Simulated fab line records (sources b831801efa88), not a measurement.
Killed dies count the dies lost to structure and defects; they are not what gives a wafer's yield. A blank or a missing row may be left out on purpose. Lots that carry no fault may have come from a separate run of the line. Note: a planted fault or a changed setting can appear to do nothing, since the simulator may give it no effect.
Which of the tools did it? :: flow sfq_line :: Sampling: 13 lots, 39 wafers, 2 of 325 route steps

== WHAT THE GAUGES SHOWED, per wafer ==
The record holds no reading of a measuring or inspecting step that can be judged against a usual standard deviation.

== EACH LOT AND THE TOOL THAT RAN IT (in order: tool; ch and the chambers of the sampled wafers; start) ==
lot: L422
SFQ_TRILAYER_I4_DEP_PECVD_099: pecvd-03 ch 1,2, day 49 22:52
SFQ_TRILAYER_I4_CMP_CMP_100: cmp-01 ch 1,2, day 50 09:18

lot: L423
SFQ_TRILAYER_I4_DEP_PECVD_099: pecvd-04 ch 0,1, day 50 01:16
SFQ_TRILAYER_I4_CMP_CMP_100: cmp-01 ch 0,1,3, day 50 11:48

lot: L426
SFQ_TRILAYER_I4_DEP_PECVD_099: pecvd-03 ch 1,2, day 50 04:59
SFQ_TRILAYER_I4_CMP_CMP_100: cmp-02 ch 0,1,2, day 50 17:29

lot: L427
SFQ_TRILAYER_I4_DEP_PECVD_099: pecvd-04 ch 1,2, day 51 12:07
SFQ_TRILAYER_I4_CMP_CMP_100: cmp-01 ch 0,1,2, day 51 20:48

lot: L428
SFQ_TRILAYER_I4_DEP_PECVD_099: pecvd-03 ch 0,1,2, day 51 13:19
SFQ_TRILAYER_I4_CMP_CMP_100: cmp-02 ch 0,1, day 51 22:29

lot: L430
SFQ_TRILAYER_I4_DEP_PECVD_099: pecvd-02 ch 1,2, day 61 20:21
SFQ_TRILAYER_I4_CMP_CMP_100: cmp-01 ch 1,2,3, day 61 20:55

lot: L431
SFQ_TRILAYER_I4_DEP_PECVD_099: pecvd-04 ch 0,1, day 61 21:33
SFQ_TRILAYER_I4_CMP_CMP_100: cmp-02 ch 1,2,3, day 61 21:37

lot: L432
SFQ_TRILAYER_I4_DEP_PECVD_099: pecvd-02 ch 0,1,2, day 62 02:21
SFQ_TRILAYER_I4_CMP_CMP_100: cmp-01 ch 0,1,2, day 62 02:55

lot: L435
SFQ_TRILAYER_I4_DEP_PECVD_099: pecvd-02 ch 1,2, day 62 08:23
SFQ_TRILAYER_I4_CMP_CMP_100: cmp-01 ch 0,1, day 62 08:28

lot: L439
SFQ_TRILAYER_I4_DEP_PECVD_099: pecvd-04 ch 0,1, day 62 16:45
SFQ_TRILAYER_I4_CMP_CMP_100: cmp-01 ch 0,2, day 62 17:58

lot: L440
SFQ_TRILAYER_I4_DEP_PECVD_099: pecvd-03 ch 0,1,2, day 62 19:56
SFQ_TRILAYER_I4_CMP_CMP_100: cmp-01 ch 0,2, day 62 20:28

lot: L441
SFQ_TRILAYER_I4_DEP_PECVD_099: pecvd-04 ch 0,1,2, day 62 21:33
SFQ_TRILAYER_I4_CMP_CMP_100: cmp-02 ch 0,1,3, day 63 00:03

lot: L444
SFQ_TRILAYER_I4_DEP_PECVD_099: pecvd-03 ch 1,2, day 63 05:57
SFQ_TRILAYER_I4_CMP_CMP_100: cmp-02 ch 0,2,3, day 63 08:25
- SFQ_TRILAYER_I4_DEP_PECVD_099: deposits SiO2 from SiH4/N2O, time 111.11 s, target thk 500 nm.
- SFQ_TRILAYER_I4_CMP_CMP_100: polishes SiO2.

== AS READ BY THE TOOLS THEMSELVES (means over the sampled wafers that have a number; for cases with no such wafer, the mark the record gives instead) ==
SFQ_TRILAYER_I4_DEP_PECVD_099.
lot: L422
tool: pecvd-03
heater_power_w (W): 100
rf_fwd_power_W (W): 182.1
showerhead_vpp_V (V): 862
throttle_valve_pct (%): 26.4

lot: L423
tool: pecvd-04
heater_power_w (W): 69
rf_fwd_power_W (W): 182.9
showerhead_vpp_V (V): 885
throttle_valve_pct (%): 24.0

lot: L426
tool: pecvd-03
heater_power_w (W): 95
rf_fwd_power_W (W): 182.4
showerhead_vpp_V (V): 877
throttle_valve_pct (%): 27.5

lot: L427
tool: pecvd-04
heater_power_w (W): 71
rf_fwd_power_W (W): 182.8
showerhead_vpp_V (V): 841
throttle_valve_pct (%): 24.2

lot: L428
tool: pecvd-03
heater_power_w (W): 97
rf_fwd_power_W (W): 182.6
showerhead_vpp_V (V): 858
throttle_valve_pct (%): 25.9

lot: L430
tool: pecvd-02
heater_power_w (W): 78
rf_fwd_power_W (W): 182.3
showerhead_vpp_V (V): 867
throttle_valve_pct (%): 23.8

lot: L431
tool: pecvd-04
heater_power_w (W): 71
rf_fwd_power_W (W): 182.6
showerhead_vpp_V (V): 862
throttle_valve_pct (%): 25.0

lot: L432
tool: pecvd-02
heater_power_w (W): 75
rf_fwd_power_W (W): 181.9
showerhead_vpp_V (V): 856
throttle_valve_pct (%): 23.9

lot: L435
tool: pecvd-02
heater_power_w (W): 78
rf_fwd_power_W (W): 182.1
showerhead_vpp_V (V): 867
throttle_valve_pct (%): 24.1

lot: L439
tool: pecvd-04
heater_power_w (W): 69
rf_fwd_power_W (W): 182.6
showerhead_vpp_V (V): 888
throttle_valve_pct (%): 24.8

lot: L440
tool: pecvd-03
heater_power_w (W): 98
rf_fwd_power_W (W): 182.3
showerhead_vpp_V (V): 853
throttle_valve_pct (%): 26.2

lot: L441
tool: pecvd-04
heater_power_w (W): 69
rf_fwd_power_W (W): 192.3
showerhead_vpp_V (V): 872
throttle_valve_pct (%): 24.3

lot: L444
tool: pecvd-03
heater_power_w (W): 109
rf_fwd_power_W (W): 182.3
showerhead_vpp_V (V): 864
throttle_valve_pct (%): 26.3

SFQ_TRILAYER_I4_CMP_CMP_100.
lot: L422
tool: cmp-01
head_pressure_psi (psi): 3.001
motor_current_A (A): 10.7
time_to_endpoint_s (s): 213

lot: L423
tool: cmp-01
head_pressure_psi (psi): 3.000
motor_current_A (A): 10.0
time_to_endpoint_s (s): 210

lot: L426
tool: cmp-02
head_pressure_psi (psi): 3.009
motor_current_A (A): 10.6
time_to_endpoint_s (s): 213

lot: L427
tool: cmp-01
head_pressure_psi (psi): 3.001
motor_current_A (A): 10.3
time_to_endpoint_s (s): 218

lot: L428
tool: cmp-02
head_pressure_psi (psi): 3.007
motor_current_A (A): 10.3
time_to_endpoint_s (s): 217

lot: L430
tool: cmp-01
head_pressure_psi (psi): 2.998
motor_current_A (A): 10.0
time_to_endpoint_s (s): 217

lot: L431
tool: cmp-02
head_pressure_psi (psi): 2.998
motor_current_A (A): 11.4
time_to_endpoint_s (s): 216

lot: L432
tool: cmp-01
head_pressure_psi (psi): 3.000
motor_current_A (A): 10.0
time_to_endpoint_s (s): 206

lot: L435
tool: cmp-01
head_pressure_psi (psi): 3.003
motor_current_A (A): 10.0
time_to_endpoint_s (s): 214

lot: L439
tool: cmp-01
head_pressure_psi (psi): 2.993
motor_current_A (A): 9.6
time_to_endpoint_s (s): 202

lot: L440
tool: cmp-01
head_pressure_psi (psi): 2.999
motor_current_A (A): 10.1
time_to_endpoint_s (s): 203

lot: L441
tool: cmp-02
head_pressure_psi (psi): 3.001
motor_current_A (A): 10.9
time_to_endpoint_s (s): 229

lot: L444
tool: cmp-02
head_pressure_psi (psi): 3.005
motor_current_A (A): 9.8
time_to_endpoint_s (s): 211

== THE ANSWER, worked out from the rows above alone ==
Rule: usual is defined by the lots themselves. The widest of any qualifying gaps counts: lots, ordered by their means at a reading, are off when they make up no more than a third of the lots, leave a main group of 4 or more, and stand apart from it by 3 or more times the standard deviation of that group's means. A main group is skipped when, at the precision printed for the reading in the tables above, its means are all equal. Also off: a lot with no number at a reading for which 4 or more lots have one. Any other lot the step has rows for is counted as sound. The gauges are gone through in route order, then the tools' own readings, and for those a lot's mean is taken as printed above. The first step at which some lot is off is used, and at that step the reading that is off furthest; a lot without a number counts as furthest.
Off: L441 (SFQ_TRILAYER_I4_DEP_PECVD_099, rf_fwd_power_W). The main group: mean 182.4 W, standard deviation 0.29.
If a tool, at that step or one of the process steps before it, ran each lot that is off and ran no sound lot following the first of them, it fits. One candidate fits, namely pecvd-04 at SFQ_TRILAYER_I4_DEP_PECVD_099. Its last sound lot is L439 (day 62 16:45), its first lot that is off L441 (day 62 21:33): a fault that began between those two fits.
On the lots that are off, the tool's own readings at SFQ_TRILAYER_I4_DEP_PECVD_099 differ by more than 5 times the standard deviation of the sound lots' means, which bears it out; rf_fwd_power_W reads 192.3 W there versus 182.4 W on the sound lots.

== WHAT THE SIMULATOR PUT IN ==
pecvd-04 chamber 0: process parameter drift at SFQ_TRILAYER_I4_DEP_PECVD_099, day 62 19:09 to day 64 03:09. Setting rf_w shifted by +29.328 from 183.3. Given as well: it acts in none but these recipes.
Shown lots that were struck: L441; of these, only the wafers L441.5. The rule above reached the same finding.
